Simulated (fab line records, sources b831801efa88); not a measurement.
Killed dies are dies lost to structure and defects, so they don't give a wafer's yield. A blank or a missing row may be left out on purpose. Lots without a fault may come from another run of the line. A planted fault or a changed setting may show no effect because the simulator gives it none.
Chamber matching | flow sky130 | SKY_POLY_GATE_ETCH_17 on rie_si-01: 4 sister chambers
The step etches poly-Si in HBr/Cl2, stops on SiO2, target depth 180 nm, time 70.5 s. 4 wafers are shown with their chamber, then 8 later ones without.

WAFERS WITH THEIR CHAMBER
wafer  | chamber | drypump_motor_current_A (A)
L548.2 | 0       | 6.3
L554.5 | 2       | 5.7
L554.6 | 1       | 5.9
L556.1 | 3       | 4.8

WAFERS WITHOUT THEIR CHAMBER
wafer  | drypump_motor_current_A (A)
L556.2 | 5.8
L556.6 | 6.3
L565.1 | 4.8
L565.2 | 6.3
L565.4 | 5.8
L567.1 | 5.9
L567.2 | 5.8
L567.5 | 6.3

WHICH CHAMBER EACH WENT THROUGH
wafer  | from the rows above     | in truth
L556.2 | can't be placed: 2 or 1 | 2
L556.6 | 0                       | 0
L565.1 | 3                       | 3
L565.2 | 0                       | 0
L565.4 | can't be placed: 2 or 1 | 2
L567.1 | 1                       | 1
L567.2 | can't be placed: 2 or 1 | 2
L567.5 | 0                       | 0
Placed correctly: 5 of 8. Can't be placed from these rows: 3 (the true chamber is among the candidates in 3). Placed wrongly: 0.
How it was worked out, from the rows above alone: a wafer's distance from a chamber is the root of the sum, over the readings, of the square of ((its reading less the chamber's mean) divided by the reading's scatter). The wafer belongs to the nearest chamber; if the next one is less than 2 further off, it can't be placed. A chamber's mean is the mean of its shown wafers. The scatter: with one shown wafer a chamber, the root of the mean of the squares of how far each hidden wafer lies from its nearest shown one.
